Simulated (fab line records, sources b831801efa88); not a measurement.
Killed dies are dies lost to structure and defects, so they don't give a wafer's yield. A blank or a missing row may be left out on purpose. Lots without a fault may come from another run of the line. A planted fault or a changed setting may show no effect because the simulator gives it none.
fab line records | flow sky130
record lots=7 wafers=20 last_day=50
route steps=708 shown CONTACT@418 METAL1@434
lots that met no fault: from a run of the same line without faults
start_h: hours from the record's first day to the start of the lot's first wafer shown | wait_h: hours since the lot's step before | " the same as in the row above | L1.1+2: a row that stands for several wafers | - no value, or no start given | * or withheld: withheld | < > ~ a bound
route shown NAME@n: a module of which the file shows steps, and the number in the route of the first | usual: mean/standard deviation of fault-free wafers | same: alike in all rows | chamber/n: place in a boat | sites: the reading at each site | _std_site: their standard deviation | _edge_site: outer sites' mean less inner sites' | radius_mm: how far each site lies from the wafer's centre | mask NAME#n: copy n | behind: the tool/chamber that last shaped the wafer | hold: why the lot was held/for how many hours/how that ended | device: the transistor (n, p or np) that didn't switch | end of line: the same wafers' tests at the end of the route | a step without rows: its recipe alone | killed: dies lost to structure and defects at the first sort, not the wafer's yield | map: a wafer's dies, x killed, . not, _ none there
set.NAME: the setting as run; set.NAME@STEP: as run at that earlier step | model.NAME: the simulator's own value behind a step, which no gauge read
lots at some steps of the route; a table a step, a row a wafer
services: from which hour (start_h, from the record's first day; less than 0 if before it) a tool's chamber was out of use, for how many hours, and why
## steps
# step SKY_CONTACT_PEB_12
# recipe peb_temp_c=withheld peb_time_s=withheld resist=KrF-thick
# step SKY_CONTACT_DEVELOP_13
# recipe develop_time_s=60 resist=KrF-thick dev_temp_c=21
# step SKY_CONTACT_CD_MEAS_14
# recipe target_cd_nm=170
# usual cd_nm=170.5/1.2
# columns lot.wafer tool chamber start_h wait_h cd_nm
L695.2 cd_sem-01 - 769.76 - 170.1
L695.4 " - " " 170.8
L695.6 " - " " 169.6
L699.2 cd_sem-01 - 800.07 - 168.0
L699.3 " - " " 168.1
L699.4 " - " " 168.9
L700.2 cd_sem-01 - 811.16 - 168.2
L700.4 " - " " 168.6
L700.6 " - " " 168.6
L703.3 cd_sem-01 - 834.43 - 172.5
L703.4 " - " " 171.8
L711.2 cd_sem-02 - 884.00 - 171.7
L711.5 " - " " 169.3
L711.6 " - " " 170.7
L712.2 cd_sem-01 - 892.61 - 171.2
L712.4 " - " " 170.2
L712.6 " - " " 171.3
L713.3 cd_sem-01 - 898.87 - 170.6
L713.4 " - " " 171.6
L713.5 " - " " 171.2
# step SKY_CONTACT_OVL_MEAS_15
# usual CONTACT_OVL=0/5.7
# columns lot.wafer tool chamber start_h wait_h CONTACT_OVL[nm]
L695.2 overlay-02 - 769.86 0.1 1
L695.4 " - " " 6
L695.6 " - " " 1
L699.2 overlay-01 - 800.18 0.1 8
L699.3 " - " " -6
L699.4 " - " " 6
L700.2 overlay-01 - 811.26 0.1 4
L700.4 " - " " -3
L700.6 " - " " 7
L703.3 overlay-02 - 834.52 0.1 -16
L703.4 " - " " -4
L711.2 overlay-01 - 884.10 0.1 3
L711.5 " - " " -1
L711.6 " - " " -1
L712.2 overlay-01 - 892.71 0.1 10
L712.4 " - " " 7
L712.6 " - " " 6
L713.3 overlay-02 - 898.96 0.1 5
L713.4 " - " " -2
L713.5 " - " " -6
# step SKY_CONTACT_ETCH_16
# recipe chemistry=N2/H2 target=BARC ion_energy_ev=200 source_w=500 bias_w=100 pressure_mtorr=30 n2_flow_sccm=100 h2_flow_sccm=200 stop_on=SiO2 time_s=45.9 target_depth_a=600
# step SKY_CONTACT_ETCH_17
# recipe target=SiO2 chemistry=C4F8/O2/Ar stop_on=Si3N4 mask_material=KrF-thick source_w=1500 bias_w=1200 pressure_mtorr=40 c4f8_flow_sccm=withheld O2_flow_sccm=6 Ar_flow_sccm=300 time_s=withheld target_depth_a=3400
# usual oes_product_au=0.891/0.0045
# columns lot.wafer tool chamber start_h wait_h oes_product_au
L695.2 rie_diel-01 0 769.93 0.0 0.897
L695.4 " 2 " " 0.890
L695.6 " 3 " " 0.889
L699.2 rie_diel-01 0 800.25 0.0 0.891
L699.3 " 3 " " 0.895
L699.4 " 1 " " 0.896
L700.2 rie_diel-04 1 811.34 0.0 0.886
L700.4 " 3 " " 0.885
L700.6 " 0 " " 0.886
L703.3 rie_diel-01 0 834.59 0.0 0.890
L703.4 " 3 " " 0.896
L711.2 rie_diel-03 2 884.18 0.0 0.886
L711.5 " 0 " " 0.891
L711.6 " 3 " " 0.898
L712.2 rie_diel-01 1 892.79 0.0 0.884
L712.4 " 2 " " 0.896
L712.6 " 1 " " 0.894
L713.3 rie_diel-01 1 899.03 0.0 0.891
L713.4 " 0 " " 0.891
L713.5 " 2 " " 0.887
# step SKY_CONTACT_ETCH_18
# recipe target=Si3N4 chemistry=CHF3/O2 stop_on=TiN source_w=600 bias_w=200 pressure_mtorr=40 chf3_flow_sccm=50 O2_flow_sccm=5 time_s=39 target_depth_a=750
# usual drypump_motor_current_A=5.9/0.45 oes_product_au=0.854/0.007 throttle_valve_pct=8.792/0.0089
# columns lot.wafer tool chamber start_h wait_h drypump_motor_current_A oes_product_au rf_hours_counter_h throttle_valve_pct
L695.2 rie_diel-01 0 - - 6.3 0.853 15 8.787
L695.4 " 2 " " 5.9 0.862 12 8.795
L695.6 " 3 " " 5.8 0.859 - 8.814
L699.2 rie_diel-01 0 - - 6.3 0.848 16 8.795
L699.3 " 3 " " 5.7 0.851 11 8.782
L699.4 " 1 " " 5.5 0.854 18 8.793
L700.2 rie_diel-04 1 - - 6.3 0.852 12 8.785
L700.4 " 3 " " 4.8 0.858 8 8.796
L700.6 " 0 " " 5.7 0.853 - 8.798
L703.3 rie_diel-01 0 - - 6.4 0.845 17 8.789
L703.4 " 3 " " 5.8 0.853 11 8.786
L711.2 rie_diel-03 2 - - 6.4 0.845 15 8.784
L711.5 " 0 " " 5.3 0.850 - 8.802
L711.6 " 3 " " 5.9 0.866 - 8.793
L712.2 rie_diel-01 1 - - 5.5 0.847 22 8.803
L712.4 " 2 " " 5.9 0.853 16 8.795
L712.6 " 1 " " 5.4 0.853 - 8.799
L713.3 rie_diel-01 1 - - 5.5 0.843 22 8.795
L713.4 " 0 " " 6.3 0.856 19 8.795
L713.5 " 2 " " 5.9 0.867 - 8.799
# step SKY_CONTACT_STRIP_19
# recipe chemistry=O2/N2 power_w=1400 pressure_mtorr=1500 platen_temp_c=withheld o2_flow_sccm=3000 n2_flow_sccm=300 overash_fraction=0.5
# usual drypump_motor_current_A=5.3/0.46 oes_product_au=0.381/0.0046 strip_time_to_endpoint_s=3.61/0.031
# same overash_fraction=0.5
# columns lot.wafer tool chamber start_h wait_h drypump_motor_current_A oes_product_au rf_hours_counter_h strip_time_to_endpoint_s
L695.2 plasma_asher-03 1 770.03 - 5.0 0.395 68 3.64
L695.4 " 1 " " 5.0 0.381 - 3.60
L695.6 " 1 " " 5.0 0.373 - 3.64
L699.2 plasma_asher-03 0 800.34 - 6.1 0.379 71 3.55
L699.3 " 1 " " 5.0 0.377 - 3.60
L699.4 " 0 " " 6.1 0.387 - 3.63
L700.2 plasma_asher-02 0 811.43 - 4.8 0.373 94 3.59
L700.4 " 0 " " 4.8 0.379 - 3.59
L700.6 " 1 " " 4.8 0.379 - 3.60
L703.3 plasma_asher-03 1 834.71 - 5.0 0.383 - 3.61
L703.4 " 0 " " 6.2 0.379 - 3.61
L711.2 plasma_asher-02 1 884.27 - 4.8 0.374 101 3.65
L711.5 " 0 " " 4.8 0.373 - 3.60
L711.6 " 1 " " 4.9 0.383 - 3.62
L712.2 plasma_asher-02 0 892.88 - 4.8 0.378 102 3.60
L712.4 " 0 " " 4.8 0.374 - 3.56
L712.6 " 1 " " 4.8 0.385 - 3.62
L713.3 plasma_asher-03 1 899.15 - 5.0 0.386 - 3.62
L713.4 " 0 " " 6.1 0.381 - 3.59
L713.5 " 0 " " 6.1 0.381 - 3.61
# step SKY_CONTACT_STRIP_20
# recipe chemistry=post_etch_residue_remover time_s=1200 temp_c=72.5
# step SKY_CONTACT_CLEAN_21
# recipe chemistry=IPA time_s=180 temp_c=25
# step SKY_CONTACT_CLEAN_22
# recipe chemistry=O3/DIW dry=n2_spin
# step SKY_CONTACT_SPUTTER_23
# recipe material=TiN target_thk_nm=20 chamber_pressure_pa=5 power_w=4000 time_s=80
# usual throttle_valve_pct=29.8/1.1
# columns lot.wafer tool chamber start_h wait_h throttle_valve_pct
L695.2 pvd_sputter-04 - 770.96 0.0 29.2
L695.4 " - " " 32.5
L695.6 " - " " 30.2
L699.2 pvd_sputter-03 - 800.99 0.0 30.0
L699.3 " - " " 28.7
L699.4 " - " " 30.3
L700.2 pvd_sputter-01 - 812.02 0.0 29.8
L700.4 " - " " 30.6
L700.6 " - " " 29.9
L703.3 pvd_sputter-03 - 835.31 0.0 30.1
L703.4 " - " " 28.7
L711.2 pvd_sputter-04 - 884.87 0.0 32.5
L711.5 " - " " 32.4
L711.6 " - " " 29.1
L712.2 pvd_sputter-04 - 893.50 0.0 28.2
L712.4 " - " " 29.1
L712.6 " - " " 30.3
L713.3 pvd_sputter-01 - 899.74 0.0 30.6
L713.4 " - " " 29.7
L713.5 " - " " 30.7
# step SKY_CONTACT_CVD_24
# recipe material=W target_thk_nm=340 time_s=102.12 temp_c=400 pressure_torr=40
# usual heater_power_w=952/140
# columns lot.wafer tool chamber start_h wait_h heater_power_w model.W_of_CONTACT_CVD_24.thk_nm
L695.2 cvd_w-02 1 771.02 0.0 906 338.3
L695.4 " 1 " " 877 338.4
L695.6 " 0 " " 895 342.4
L699.2 cvd_w-02 1 801.05 0.0 899 341.2
L699.3 " 0 " " 911 462.7
L699.4 " 1 " " 855 462.6
L700.2 cvd_w-02 0 812.08 0.0 895 339.2
L700.4 " 1 " " 871 465.8
L700.6 " 0 " " 895 338.8
L703.3 cvd_w-02 0 835.40 0.1 934 467.4
L703.4 " 1 " " 884 469.4
L711.2 cvd_w-01 1 884.93 0.0 857 337.5
L711.5 " 0 " " 1203 334.3
L711.6 " 1 " " 850 335.6
L712.2 cvd_w-02 0 893.56 0.0 894 334.6
L712.4 " 1 " " 883 337.1
L712.6 " 0 " " 892 338.8
L713.3 cvd_w-01 0 899.84 0.1 1219 334.3
L713.4 " 1 " " 847 334.8
L713.5 " 0 " " 1210 334.2
# step SKY_CONTACT_RS_MEAS_25
# recipe thk_meas_gauge=four-point-probe reads=W_of_CONTACT_CVD_24+TiN_of_CONTACT_SPUTTER_23
# usual CONTACT_W_RS=0.339/0.0033
# columns lot.wafer tool chamber start_h wait_h CONTACT_W_RS[ohm/sq]
L695.2 film_metro-01 - 771.15 0.1 0.340
L695.4 " - " " 0.340
L695.6 " - " " 0.337
L699.2 film_metro-01 - 801.18 0.1 0.337
L699.3 " - " " 0.248
L699.4 " - " " 0.248
L700.2 film_metro-04 - 812.21 0.1 0.338
L700.4 " - " " 0.246
L700.6 " - " " 0.339
L703.3 film_metro-02 - 835.52 0.1 0.245
L703.4 " - " " 0.243
L711.2 film_metro-04 - 885.06 0.1 0.341
L711.5 " - " " 0.343
L711.6 " - " " 0.342
L712.2 film_metro-04 - 893.69 0.1 0.343
L712.4 " - " " 0.341
L712.6 " - " " 0.339
L713.3 film_metro-04 - 899.95 0.1 0.344
L713.4 " - " " 0.344
L713.5 " - " " 0.344
# step SKY_CONTACT_THK_MEAS_26
# recipe thk_meas_gauge=xrf reads=W_of_CONTACT_CVD_24
# usual CONTACT_W_THK=345/3.8
# columns lot.wafer tool chamber start_h wait_h CONTACT_W_THK[nm]
L695.2 film_metro-01 - 771.26 0.1 349
L695.4 " - " " 346
L695.6 " - " " 352
L699.2 film_metro-01 - 801.29 0.1 350
L699.3 " - " " 476
L699.4 " - " " 480
L700.2 film_metro-04 - 812.32 0.1 343
L700.4 " - " " 474
L700.6 " - " " 343
L703.3 film_metro-02 - 835.62 0.1 477
L703.4 " - " " 477
L711.2 film_metro-04 - 885.17 0.1 345
L711.5 " - " " 343
L711.6 " - " " 344
L712.2 film_metro-04 - 893.80 0.1 342
L712.4 " - " " 344
L712.6 " - " " 348
L713.3 film_metro-04 - 900.05 0.1 342
L713.4 " - " " 344
L713.5 " - " " 345
# step SKY_CONTACT_CMP_27
# recipe stop_on=SiO2 t_overpolish_s=15 down_force_psi=3.5 platen_rpm=60 target_thk_nm=0 pad_velocity_m_s=0.94248
# usual motor_current_A=10.7/0.99 time_to_endpoint_s=81.5/2.8
# columns lot.wafer tool chamber start_h wait_h motor_current_A time_to_endpoint_s
L695.4 cmp-01 3 771.36 0.1 10.2 85.6
L695.2 " 0 " " 12.2 79.8
L695.6 " 3 " " 10.0 86.2
L699.4 cmp-02 3 801.61 0.3 10.5 109.7
L699.3 " 0 " " 10.5 110.5
L699.2 " 1 " " 13.0 81.8
L700.2 cmp-02 3 812.37 0.0 9.8 79.5
L700.4 " 0 " " 10.6 112.8
L700.6 " 0 " " 11.0 78.5
L703.4 cmp-01 1 835.66 0.0 10.1 110.4
L703.3 " 2 " " 9.4 111.1
L711.2 cmp-01 2 885.46 0.3 10.0 82.0
L711.6 " 3 " " 10.3 82.8
L711.5 " 0 " " 12.1 81.3
L712.4 cmp-01 0 893.85 0.0 12.9 84.8
L712.2 " 1 " " 10.4 85.6
L712.6 " 1 " " 10.4 83.5
L713.4 cmp-02 1 900.14 0.1 12.7 82.3
L713.3 " 2 " " 10.7 80.8
L713.5 " 0 " " 10.5 80.4
# step SKY_METAL1_SPUTTER_00
# recipe material=Ti target_thk_nm=15 power_w=3000 time_s=10 chamber_pressure_pa=0.4
# usual throttle_valve_pct=30.0/1.2
# columns lot.wafer tool chamber start_h wait_h throttle_valve_pct
L695.2 pvd_sputter-02 - 771.61 0.1 31.3
L695.4 " - " " 30.0
L695.6 " - " " 29.4
L699.2 pvd_sputter-04 - 801.86 0.1 29.1
L699.3 " - " " 32.5
L699.4 " - " " 28.4
L700.2 pvd_sputter-02 - 812.67 0.2 30.0
L700.4 " - " " 29.3
L700.6 " - " " 29.2
L703.3 pvd_sputter-04 - 835.96 0.2 32.4
L703.4 " - " " 29.0
L711.2 pvd_sputter-04 - 885.61 0.1 32.3
L711.5 " - " " 27.9
L711.6 " - " " 30.3
L712.2 pvd_sputter-03 - 894.15 0.2 30.1
L712.4 " - " " 28.5
L712.6 " - " " 28.3
L713.3 pvd_sputter-02 - 900.39 0.1 29.4
L713.4 " - " " 30.3
L713.5 " - " " 30.7
## services
# columns tool chamber start_h hours kind
cmp-02 - 748.24 - consumable_replace:conditioner
cmp-02 - 748.24 - consumable_replace:pad
cvd_w-02 0 755.18 2.6 repair
rie_diel-04 - 758.72 1.2 repair
pvd_sputter-03 - 763.75 4.4 repair
rie_diel-04 2 765.25 5.3 repair
rie_diel-04 - 775.12 0.5 repair
cvd_w-02 0 775.30 2.6 repair
plasma_asher-02 - 809.08 1.4 repair
cvd_w-01 - 810.97 1.3 repair
rie_diel-01 3 813.41 4.5 repair
pvd_sputter-02 - 825.14 1.9 repair
pvd_sputter-03 - 825.22 0.8 repair
cvd_w-01 - 827.34 2.8 pm
cmp-02 - 831.55 1.7 repair
rie_diel-01 2 846.09 5.6 repair
cmp-02 - 847.95 4.2 pm
cmp-01 - 850.42 2.6 repair
pvd_sputter-02 - 858.25 2.8 repair
pvd_sputter-03 0 862.26 - consumable_replace:kit
pvd_sputter-02 - 872.79 3.7 repair
rie_diel-03 1 873.78 6.6 repair
cvd_w-02 - 879.38 1.3 repair
rie_diel-04 2 882.00 5.9 repair
## key
first_sign step=SKY_CONTACT_RS_MEAS_25 reading=CONTACT_W_RS direction=down sigmas=28 usual=0.339 struck=0.246
effect step=SKY_CONTACT_THK_MEAS_26 reading=CONTACT_W_THK direction=up sigmas=34 usual=345 struck=477
effect step=SKY_CONTACT_CMP_27 reading=time_to_endpoint_s direction=up sigmas=10 usual=* struck=*
model_effect step=SKY_CONTACT_CVD_24 value=W_of_CONTACT_CVD_24.thk_nm without=339.5 struck=465.6
met_at SKY_CONTACT_CVD_24
struck_wafers L699.3,L699.4,L700.4,L703.3,L703.4
tester_left_out L699,L700,L703
onset_between 771.02 801.05
fault kind=process_parameter_drift tool=cvd_w-02 chamber=- onset_h=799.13 steps=SKY_CONTACT_CVD_24 channel=target_thk_nm offset=126.73 shape=step end_h=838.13 scope=struck_wafers_only acts_in=these_recipes_only stated=340
# tester_left_out: of these lots the tester's yield and bins aren't shown, on N5 and GAA mostly nor the transistor test; their killed dies are dies lost to structure and defects alone, not to doping, threshold or leakage, so they don't give the yield
